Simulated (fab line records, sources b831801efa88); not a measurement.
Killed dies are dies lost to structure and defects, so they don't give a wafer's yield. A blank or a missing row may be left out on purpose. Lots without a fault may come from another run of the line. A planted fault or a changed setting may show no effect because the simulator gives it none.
fab line records | flow sky130
record lots=6 wafers=18 last_day=49
route steps=708 shown CONTACT@418
lots that met no fault: from a run of the same line without faults
start_h: hours from the record's first day to the start of the lot's first wafer shown | wait_h: hours since the lot's step before | " the same as in the row above | L1.1+2: a row that stands for several wafers | - no value, or no start given | * or withheld: withheld | < > ~ a bound
route shown NAME@n: a module of which the file shows steps, and the number in the route of the first | usual: mean/standard deviation of fault-free wafers | same: alike in all rows | chamber/n: place in a boat | sites: the reading at each site | _std_site: their standard deviation | _edge_site: outer sites' mean less inner sites' | radius_mm: how far each site lies from the wafer's centre | mask NAME#n: copy n | behind: the tool/chamber that last shaped the wafer | hold: why the lot was held/for how many hours/how that ended | device: the transistor (n, p or np) that didn't switch | end of line: the same wafers' tests at the end of the route | a step without rows: its recipe alone | killed: dies lost to structure and defects at the first sort, not the wafer's yield | map: a wafer's dies, x killed, . not, _ none there
set.NAME: the setting as run; set.NAME@STEP: as run at that earlier step | model.NAME: the simulator's own value behind a step, which no gauge read
lots at some steps of the route; a table a step, a row a wafer
services: from which hour (start_h, from the record's first day; less than 0 if before it) a tool's chamber was out of use, for how many hours, and why
## steps
# step SKY_CONTACT_PEB_12
# recipe peb_temp_c=withheld peb_time_s=withheld resist=KrF-thick
# step SKY_CONTACT_DEVELOP_13
# recipe develop_time_s=60 resist=KrF-thick dev_temp_c=21
# step SKY_CONTACT_CD_MEAS_14
# recipe target_cd_nm=170
# usual cd_nm=170.3/1.5
# columns lot.wafer tool chamber start_h wait_h cd_nm
L903.1 cd_sem-01 - 740.60 - 169.8
L903.4 " - " " 169.6
L903.6 " - " " 169.2
L904.1 cd_sem-01 - 744.20 - 169.3
L904.2 " - " " 169.9
L904.5 " - " " 169.8
L906.4 cd_sem-02 - 758.56 - 171.5
L906.5 " - " " 170.7
L906.6 " - " " 171.9
L919.1 cd_sem-02 - 860.15 - 170.2
L919.3 " - " " 170.2
L919.5 " - " " 170.1
L920.2 cd_sem-01 - 873.12 - 171.0
L920.3 " - " " 172.1
L920.6 " - " " 171.1
L922.3 cd_sem-01 - 882.95 - 170.9
L922.5 " - " " 170.5
L922.6 " - " " 172.0
# step SKY_CONTACT_OVL_MEAS_15
# usual CONTACT_OVL=2/5.2
# columns lot.wafer tool chamber start_h wait_h CONTACT_OVL[nm]
L903.1 overlay-01 - 740.72 0.1 -6
L903.4 " - " " 3
L903.6 " - " " 2
L904.1 overlay-01 - 744.32 0.1 -2
L904.2 " - " " 1
L904.5 " - " " 3
L906.4 overlay-02 - 758.64 0.1 11
L906.5 " - " " 6
L906.6 " - " " 9
L919.1 overlay-01 - 860.27 0.1 3
L919.3 " - " " 1
L919.5 " - " " 4
L920.2 overlay-02 - 873.23 0.1 11
L920.3 " - " " -5
L920.6 " - " " 3
L922.3 overlay-01 - 883.04 0.1 -10
L922.5 " - " " -3
L922.6 " - " " -3
# step SKY_CONTACT_ETCH_16
# recipe chemistry=N2/H2 target=BARC ion_energy_ev=200 source_w=500 bias_w=100 pressure_mtorr=30 n2_flow_sccm=100 h2_flow_sccm=200 stop_on=SiO2 time_s=45.9 target_depth_a=600
# usual drypump_motor_current_A=5.7/0.54 oes_product_au=0.855/0.0045 throttle_valve_pct=13.224/0.0085
# columns lot.wafer tool chamber start_h wait_h drypump_motor_current_A oes_product_au rf_hours_counter_h throttle_valve_pct
L903.1 rie_diel-03 2 740.76 0.0 5.0 0.857 18 13.236
L903.4 " 0 " " 6.4 0.859 - 13.221
L903.6 " 2 " " 5.0 0.859 - 13.230
L904.1 rie_diel-02 1 744.36 0.0 5.6 0.853 3 13.222
L904.2 " 0 " " 5.5 0.853 2 13.229
L904.5 " 3 " " 6.0 0.849 - 13.230
L906.4 rie_diel-03 3 758.66 0.0 6.4 0.857 3 13.225
L906.5 " 0 " " 6.5 0.856 - 13.222
L906.6 " 3 " " 6.4 0.851 - 13.213
L919.1 rie_diel-04 1 860.31 0.0 5.8 0.859 27 13.234
L919.3 " 2 " " 4.9 0.854 18 13.216
L919.5 " 1 " " 5.8 0.846 - 13.222
L920.2 rie_diel-03 3 873.26 0.0 6.4 0.850 7 13.210
L920.3 " 0 " " 6.4 0.859 11 13.215
L920.6 " 0 " " 6.4 0.849 - 13.215
L922.3 rie_diel-04 2 883.06 0.0 4.8 0.850 19 13.230
L922.5 " 0 " " 5.1 0.854 - 13.221
L922.6 " 3 " " 5.6 0.852 - 13.214
# step SKY_CONTACT_ETCH_17
# recipe target=SiO2 chemistry=C4F8/O2/Ar stop_on=Si3N4 mask_material=KrF-thick source_w=1500 bias_w=1200 pressure_mtorr=40 c4f8_flow_sccm=withheld O2_flow_sccm=6 Ar_flow_sccm=300 time_s=withheld target_depth_a=3400
# usual oes_product_au=0.892/0.0049
# columns lot.wafer tool chamber start_h wait_h oes_product_au
L903.1 rie_diel-03 2 740.80 0.0 0.898
L903.4 " 0 " " 0.896
L903.6 " 2 " " 0.897
L904.1 rie_diel-02 1 744.40 0.0 0.896
L904.2 " 0 " " 0.902
L904.5 " 3 " " 0.891
L906.4 rie_diel-03 3 758.70 0.0 0.894
L906.5 " 0 " " 0.888
L906.6 " 3 " " 0.896
L919.1 rie_diel-04 1 860.35 0.0 0.894
L919.3 " 2 " " 0.895
L919.5 " 1 " " 0.891
L920.2 rie_diel-03 3 873.30 0.0 0.895
L920.3 " 0 " " 0.885
L920.6 " 0 " " 0.890
L922.3 rie_diel-04 2 883.10 0.0 0.887
L922.5 " 0 " " 0.901
L922.6 " 3 " " 0.898
# step SKY_CONTACT_ETCH_18
# recipe target=Si3N4 chemistry=CHF3/O2 stop_on=TiN source_w=623.4 bias_w=200 pressure_mtorr=40 chf3_flow_sccm=50 O2_flow_sccm=5 time_s=39 target_depth_a=750
# usual drypump_motor_current_A=5.7/0.54 oes_product_au=0.855/0.0073 throttle_valve_pct=8.793/0.01
# columns lot.wafer tool chamber start_h wait_h drypump_motor_current_A oes_product_au rf_hours_counter_h throttle_valve_pct
L903.1 rie_diel-03 2 - - 5.0 0.857 18 8.790
L903.4 " 0 " " 6.4 0.854 - 8.775
L903.6 " 2 " " 5.0 0.852 - 8.785
L904.1 rie_diel-02 1 - - 5.5 0.863 3 8.805
L904.2 " 0 " " 5.5 0.857 2 8.775
L904.5 " 3 " " 6.0 0.872 - 8.789
L906.4 rie_diel-03 3 - - 6.3 0.855 3 8.805
L906.5 " 0 " " 6.4 0.864 - 8.790
L906.6 " 3 " " 6.4 0.866 - 8.787
L919.1 rie_diel-04 1 - - 5.7 0.840 27 8.780
L919.3 " 2 " " 4.8 0.850 18 8.795
L919.5 " 1 " " 5.8 0.856 - 8.788
L920.2 rie_diel-03 3 - - 6.4 0.853 7 8.799
L920.3 " 0 " " 6.5 0.847 11 8.800
L920.6 " 0 " " 6.4 0.850 - 8.772
L922.3 rie_diel-04 2 - - 4.8 0.841 19 8.787
L922.5 " 0 " " 5.1 0.862 - 8.790
L922.6 " 3 " " 5.6 0.845 - 8.783
# step SKY_CONTACT_STRIP_19
# recipe chemistry=O2/N2 power_w=1400 pressure_mtorr=1500 platen_temp_c=withheld o2_flow_sccm=3000 n2_flow_sccm=300 overash_fraction=0.5
# usual drypump_motor_current_A=5.9/0.4 oes_product_au=0.380/0.0049 strip_time_to_endpoint_s=3.595/0.024
# same overash_fraction=0.5
# columns lot.wafer tool chamber start_h wait_h drypump_motor_current_A oes_product_au rf_hours_counter_h strip_time_to_endpoint_s
L903.1 plasma_asher-02 0 740.89 - 5.4 0.387 53 3.560
L903.4 " 1 " " 5.7 0.386 - 3.568
L903.6 " 0 " " 5.4 0.379 - 3.584
L904.1 plasma_asher-02 0 744.49 - 5.4 0.376 53 3.639
L904.2 " 1 " " 5.7 0.372 53 3.603
L904.5 " 0 " " 5.4 0.388 - 3.638
L906.4 plasma_asher-01 1 758.82 - 5.9 0.380 - 3.591
L906.5 " 1 " " 5.9 0.385 - 3.575
L906.6 " 0 " " 5.8 0.387 - 3.573
L919.1 plasma_asher-04 0 860.44 - 6.4 0.370 12 3.564
L919.3 " 1 " " 6.4 0.375 - 3.601
L919.5 " 0 " " 6.4 0.383 - 3.581
L920.2 plasma_asher-02 1 873.39 - 5.7 0.385 64 3.602
L920.3 " 0 " " 5.4 0.367 - 3.559
L920.6 " 0 " " 5.4 0.378 - 3.573
L922.3 plasma_asher-02 0 883.23 - 5.4 0.377 - 3.578
L922.5 " 1 " " 5.7 0.380 - 3.582
L922.6 " 0 " " 5.4 0.386 - 3.575
# step SKY_CONTACT_STRIP_20
# recipe chemistry=post_etch_residue_remover time_s=1200 temp_c=72.5
# step SKY_CONTACT_CLEAN_21
# recipe chemistry=IPA time_s=180 temp_c=25
# step SKY_CONTACT_CLEAN_22
# recipe chemistry=O3/DIW dry=n2_spin
# step SKY_CONTACT_SPUTTER_23
# recipe material=TiN target_thk_nm=20 chamber_pressure_pa=5 power_w=4000 time_s=80
# step SKY_CONTACT_CVD_24
# recipe material=W target_thk_nm=340 time_s=102.12 temp_c=400 pressure_torr=40
# usual chamber_pressure_Torr=40.01/0.092 heater_power_w=842/87
# columns lot.wafer tool chamber start_h wait_h chamber_pressure_Torr heater_power_w since_wet_clean_h model.W_of_CONTACT_CVD_24.thk_nm
L903.1 cvd_w-02 1 741.55 0.0 39.98 733 338 334
L903.4 " 1 " " 40.03 734 - 334.3
L903.6 " 1 " " 40.02 717 - 332.8
L904.1 cvd_w-01 1 745.14 0.0 40.24 823 841 340.9
L904.2 " 0 " " 39.94 830 841 343.2
L904.5 " 0 " " 40.07 845 - 344.8
L906.4 cvd_w-01 0 759.49 0.1 40.02 842 - 339.2
L906.5 " 0 " " 39.99 832 - 336.9
L906.6 " 1 " " 39.91 820 - 335.5
L919.1 cvd_w-02 1 861.11 0.0 43.95 743 457 354.8
L919.3 " 1 " " 43.90 761 - 353.6
L919.5 " 0 " " 44.11 986 - 356.2
L920.2 cvd_w-02 0 874.13 0.1 43.89 952 - 349.5
L920.3 " 0 " " 43.96 943 - 355.5
L920.6 " 0 " " 43.99 988 - 351.5
L922.3 cvd_w-01 1 883.97 0.1 40.03 812 - 336.5
L922.5 " 1 " " 40.12 808 - 336.3
L922.6 " 0 " " 40.19 826 - 336.9
# step SKY_CONTACT_RS_MEAS_25
# recipe thk_meas_gauge=four-point-probe reads=W_of_CONTACT_CVD_24+TiN_of_CONTACT_SPUTTER_23
# usual CONTACT_W_RS=0.339/0.0033
# columns lot.wafer tool chamber start_h wait_h CONTACT_W_RS[ohm/sq]
L903.1 film_metro-01 - 741.66 0.1 0.344
L903.4 " - " " 0.343
L903.6 " - " " 0.345
L904.1 film_metro-01 - 745.25 0.1 0.337
L904.2 " - " " 0.334
L904.5 " - " " 0.333
L906.4 film_metro-01 - 759.62 0.1 0.339
L906.5 " - " " 0.341
L906.6 " - " " 0.343
L919.1 film_metro-02 - 861.22 0.1 0.324
L919.3 " - " " 0.325
L919.5 " - " " 0.321
L920.2 film_metro-01 - 874.33 0.2 0.328
L920.3 " - " " 0.323
L920.6 " - " " 0.326
L922.3 film_metro-02 - 884.09 0.1 0.341
L922.5 " - " " 0.342
L922.6 " - " " 0.341
# step SKY_CONTACT_THK_MEAS_26
# recipe thk_meas_gauge=xrf reads=W_of_CONTACT_CVD_24
# usual CONTACT_W_THK=339/5.9
# columns lot.wafer tool chamber start_h wait_h CONTACT_W_THK[nm]
L903.1 film_metro-01 - 741.78 0.1 333
L903.4 " - " " 333
L903.6 " - " " 333
L904.1 film_metro-01 - 745.37 0.1 346
L904.2 " - " " 351
L904.5 " - " " 349
L906.4 film_metro-01 - 759.71 0.1 347
L906.5 " - " " 341
L906.6 " - " " 343
L919.1 film_metro-02 - 861.34 0.1 353
L919.3 " - " " 351
L919.5 " - " " 354
L920.2 film_metro-01 - 874.44 0.1 354
L920.3 " - " " 360
L920.6 " - " " 355
L922.3 film_metro-02 - 884.19 0.1 332
L922.5 " - " " 330
L922.6 " - " " 329
# step SKY_CONTACT_CMP_27
# recipe stop_on=SiO2 t_overpolish_s=15 down_force_psi=3.5 platen_rpm=60 target_thk_nm=0 pad_velocity_m_s=0.94248
# usual motor_current_A=11.3/0.76 overpolish_run_s=15.000/0.0085 time_to_endpoint_s=82.5/2.8
# columns lot.wafer tool chamber start_h wait_h motor_current_A overpolish_run_s time_to_endpoint_s
L903.1 cmp-01 2 741.84 0.1 10.7 14.977 81.3
L903.4 " 1 " " 11.9 14.998 76.8
L903.6 " 2 " " 10.7 14.996 79.6
L904.2 cmp-02 0 745.43 0.0 11.3 14.988 77.2
L904.1 " 1 " " 11.1 15.009 78.0
L904.5 " 1 " " 10.3 14.997 80.7
L906.4 cmp-02 2 759.74 0.0 10.6 15.006 84.7
L906.5 " 2 " " 11.4 14.997 81.6
L906.6 " 3 " " 11.9 15.003 84.4
L919.1 cmp-02 2 861.45 0.1 10.8 15.015 87.7
L919.3 " 0 " " 11.6 15.009 85.6
L919.5 " 2 " " 10.8 15.016 91.2
L920.3 cmp-01 1 874.49 0.0 11.4 14.998 86.3
L920.2 " 0 " " 12.2 14.993 91.3
L920.6 " 2 " " 10.9 14.998 85.8
L922.3 cmp-02 1 884.28 0.1 10.3 15.002 87.6
L922.6 " 0 " " 11.0 15.001 81.3
L922.5 " 1 " " 9.7 15.009 85.6
## services
# columns tool chamber start_h hours kind
rie_diel-04 2 719.57 5.8 repair
cmp-01 - 723.49 4.1 pm
rie_diel-03 1 727.14 2.3 repair
rie_diel-03 3 728.91 12.7 repair
plasma_asher-04 - 733.75 9.0 pm
plasma_asher-02 - 734.70 1.1 repair
cmp-01 - 745.26 4.0 pm
plasma_asher-02 - 751.07 14.6 pm
cmp-02 - 766.65 3.1 repair
cvd_w-02 - 769.81 6.9 pm
rie_diel-03 - 770.88 0.5 repair
rie_diel-03 1 776.43 6.7 repair
cmp-01 - 787.43 3.0 repair
rie_diel-02 0 792.24 3.8 repair
plasma_asher-02 - 796.57 3.4 repair
rie_diel-02 0 801.27 6.8 repair
cmp-02 - 801.57 0.9 repair
rie_diel-02 2 806.87 10.0 repair
rie_diel-04 - 824.38 0.5 repair
rie_diel-02 3 831.97 1.7 repair
cmp-01 - 852.17 13.3 pm
rie_diel-03 3 862.10 5.1 repair
cvd_w-02 1 870.12 12.9 repair
cvd_w-02 - 884.43 1.1 repair
## key
first_sign step=SKY_CONTACT_CVD_24 reading=chamber_pressure_Torr direction=up sigmas=43 usual=40.01 struck=43.96
effect step=SKY_CONTACT_RS_MEAS_25 reading=CONTACT_W_RS direction=down sigmas=4.3 usual=0.339 struck=0.325
effect step=SKY_CONTACT_THK_MEAS_26 reading=CONTACT_W_THK direction=up sigmas=2.6 usual=339 struck=354
model_effect step=SKY_CONTACT_CVD_24 value=W_of_CONTACT_CVD_24.thk_nm without=337.2 struck=353.5
met_at SKY_CONTACT_CVD_24
struck_wafers L919.1,L919.3,L919.5,L920.2,L920.3,L920.6
tester_left_out L919,L920
onset_between 741.55 861.11
fault kind=process_parameter_drift tool=cvd_w-02 chamber=- onset_h=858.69 steps=SKY_CONTACT_CVD_24 channel=pressure_torr offset=3.9353 shape=step end_h=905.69 acts_in=these_recipes_only stated=40
# tester_left_out: of these lots the tester's yield and bins aren't shown, on N5 and GAA mostly nor the transistor test; their killed dies are dies lost to structure and defects alone, not to doping, threshold or leakage, so they don't give the yield
